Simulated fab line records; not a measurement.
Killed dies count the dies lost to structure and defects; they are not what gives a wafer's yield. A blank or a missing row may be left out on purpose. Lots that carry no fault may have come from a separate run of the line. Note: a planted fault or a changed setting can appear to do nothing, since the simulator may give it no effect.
A single fault, viewed from 2 desks + flow gf180mcu + numbers are kept per desk, each desk with only its own; the story behind them comes last

## DESK OF THE TOOL OWNER: hdpcvd-01
The tool's own readings at GF_V3_CVD_00 (deposits SiO2, target thk 600 nm, time 100 s): means of the sampled wafers that have a number, for each lot that ran on this tool. Any lot whose mean is over 4 standard deviations away from the usual mean is out of limits and marked OUT; that distance is given in the brackets.
Columns: A = sih4-flow-sccm at GF_V3_CVD_00, usual 60.00 sccm
| lot  | first seen here | A               |
|------|-----------------|-----------------|
| L173 | day 21 09:23    | 60.13           |
| L174 | day 21 16:26    | 60.01           |
| L176 | day 22 14:53    | 69.96 (+52) OUT |
| L177 | day 22 22:38    | 70.13 (+53) OUT |
| L187 | day 26 06:11    | 60.06           |
| L188 | day 26 21:12    | 59.95           |
| L189 | day 26 22:52    | 60.03           |
| L190 | day 27 05:51    | 59.98           |
| L192 | day 28 02:20    | 59.98           |
| L194 | day 28 19:16    | 60.09           |
| L196 | day 28 20:10    | 60.11           |
This desk's verdict: out of limits on L176, L177, starting with L176 at day 22 14:53 (sih4-flow-sccm at GF_V3_CVD_00). In limits: L173, L174, L187, L188, L189, L190, L192, L194, L196.

## AT THE METROLOGY DESK
Lot by lot, what the gauges showed, no matter which tool ran the lot: averages of those sampled wafers that carry a number. Any lot whose mean is over 4 standard deviations away from the usual mean is out of limits and marked OUT; that distance is given in the brackets.
Columns: A = V3_CVD_00_THK at GF_V3_THK_MEAS_01, usual 599 nm
| lot  | first seen here | A             |
|------|-----------------|---------------|
| L173 | day 21 09:28    | 599           |
| L174 | day 21 16:31    | 586           |
| L176 | day 22 14:58    | 703 (+15) OUT |
| L177 | day 22 22:42    | 698 (+14) OUT |
| L186 | day 26 01:29    | 604           |
| L187 | day 26 06:16    | 603           |
| L188 | day 26 21:16    | 595           |
| L189 | day 26 22:57    | 595           |
| L190 | day 27 05:55    | 596           |
| L192 | day 28 02:25    | 605           |
| L193 | day 28 04:18    | 601           |
| L194 | day 28 19:20    | 598           |
| L196 | day 28 20:14    | 600           |
This desk finds L176, L177 out of limits, with the earliest case on L176 at day 22 14:58 (V3_CVD_00_THK at GF_V3_THK_MEAS_01). In limits: L173, L174, L186, L187, L188, L189, L190, L192, L193, L194, L196.

## TAKEN TOGETHER
The tool owner's desk had the chance to raise an alarm at day 22 14:53 on L176, L177.
Metrology desk: alarm possible at day 22 14:58 on L176, L177.
All the named lots went through GF_V3_CVD_00 on hdpcvd-01.

## WHAT THE SIMULATOR HAD PUT IN
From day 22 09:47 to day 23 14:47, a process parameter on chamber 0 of hdpcvd-01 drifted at GF_V3_CVD_00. From 60, the setting sih4-flow-sccm moved by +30. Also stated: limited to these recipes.
Lots struck among those shown: L176, L177.
Time in hours from fault onset to the first out-of-limits reading at each desk: tool owner's desk 5, metrology desk 5.
